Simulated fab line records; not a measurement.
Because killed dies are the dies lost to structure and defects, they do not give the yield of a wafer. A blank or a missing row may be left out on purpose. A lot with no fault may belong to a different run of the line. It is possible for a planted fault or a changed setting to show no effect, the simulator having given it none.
Matching of chambers / flow sky130 / SKY_VIA2_CMP_02 on cmp-01 has 4 sister chambers
The step polishes SiO2. 4 wafers are shown with their chamber, then 7 later ones without.

== WAFERS, EACH WITH ITS CHAMBER ==
wafer=L509.4; chamber=0; motor-current-A (A)=11.6
wafer=L512.2; chamber=3; motor-current-A (A)=14.0
wafer=L519.2; chamber=2; motor-current-A (A)=11.4
wafer=L519.3; chamber=1; motor-current-A (A)=10.5

== WAFERS MISSING THEIR CHAMBER ==
wafer=L519.6; motor-current-A (A)=12.9
wafer=L520.2; motor-current-A (A)=10.7
wafer=L520.5; motor-current-A (A)=11.5
wafer=L520.6; motor-current-A (A)=10.5
wafer=L521.1; motor-current-A (A)=13.2
wafer=L521.3; motor-current-A (A)=11.1
wafer=L521.4; motor-current-A (A)=11.4

== WHICH CHAMBER EACH WENT THROUGH ==
wafer=L519.6; from the rows above=can't be placed: 3 or 0 or 2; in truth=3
wafer=L520.2; from the rows above=can't be placed: 1 or 2 or 0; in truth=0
wafer=L520.5; from the rows above=can't be placed: 0 or 2 or 1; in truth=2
wafer=L520.6; from the rows above=can't be placed: 1 or 2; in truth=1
wafer=L521.1; from the rows above=can't be placed: 3 or 0 or 2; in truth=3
wafer=L521.3; from the rows above=can't be placed: 2 or 0 or 1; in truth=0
wafer=L521.4; from the rows above=can't be placed: 2 or 0 or 1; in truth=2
Correctly placed: 0 of 7. Not placeable from these rows: 7 (in 7, the candidates include the true chamber). 0 placed wrongly.
How it was worked out, from the rows above alone: a wafer's distance from a chamber is the root of the sum, over the readings, of the square of ((its reading less the chamber's mean) divided by the reading's scatter). The wafer belongs to the nearest chamber; if the next one is less than 2 further off, it can't be placed. The mean given for a chamber averages the wafers shown for that chamber. The scatter (one wafer shown for each chamber): square how far every hidden wafer sits from the nearest shown wafer, average those squares and take the square root.
